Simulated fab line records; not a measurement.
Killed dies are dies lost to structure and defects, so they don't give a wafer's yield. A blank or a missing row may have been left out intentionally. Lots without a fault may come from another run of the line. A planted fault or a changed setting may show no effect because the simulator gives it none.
One fault through the eyes of 2 desks / flow gf180mcu / each desk holds nothing but its own numbers, with what lay behind them at the end

FROM THE METROLOGY DESK
Means of the sampled wafers that have a number, per lot and without regard to the tool the lot ran on: this is what the gauges read. A lot is out of limits, marked OUT, if its mean lies more than 4 standard deviations from the usual mean; the brackets give that distance.
Columns: A = V3_W_RS at GF_V3_RS_MEAS_24, usual 0.326 ohm/sq; B = V3_W_THK at GF_V3_THK_MEAS_25, usual 348 nm
lot=L369; first seen here=day 23 00:02; A=0.328; B=346
lot=L374; first seen here=day 25 02:31; A=0.324; B=350
lot=L379; first seen here=day 27 04:20; A=0.327; B=351
lot=L381; first seen here=day 27 10:41; A=0.325; B=353
lot=L382; first seen here=day 27 20:44; A=0.326; B=344
lot=L387; first seen here=day 28 22:23; A=0.329; B=346
This desk's verdict: no lot among the 6 shows anything out of limits.

THE TOOL OWNER'S DESK: pvd sputter-03
The tool's own readings at GF_M4_SPUTTER_01 (material TiN, target thk 30 nm, time 25 s): means of the sampled wafers that have a number, for each lot that ran on this tool. A lot is out of limits, marked OUT, if its mean lies more than 4 standard deviations from the usual mean; the brackets give that distance.
Columns: A = throttle valve pct at GF_M4_SPUTTER_01, usual 30.0 %
lot=L369; first seen here=day 23 00:35; A=29.5
lot=L379; first seen here=day 27 04:55; A=30.4
lot=L382; first seen here=day 27 21:17; A=29.3
This desk's verdict: no lot among the 3 shows anything out of limits.

ALL TOGETHER
From the metrology desk's view, nothing was out of limits.
The desk of the tool owner found nothing out of limits.

WHAT THE SIMULATOR HAD INSERTED
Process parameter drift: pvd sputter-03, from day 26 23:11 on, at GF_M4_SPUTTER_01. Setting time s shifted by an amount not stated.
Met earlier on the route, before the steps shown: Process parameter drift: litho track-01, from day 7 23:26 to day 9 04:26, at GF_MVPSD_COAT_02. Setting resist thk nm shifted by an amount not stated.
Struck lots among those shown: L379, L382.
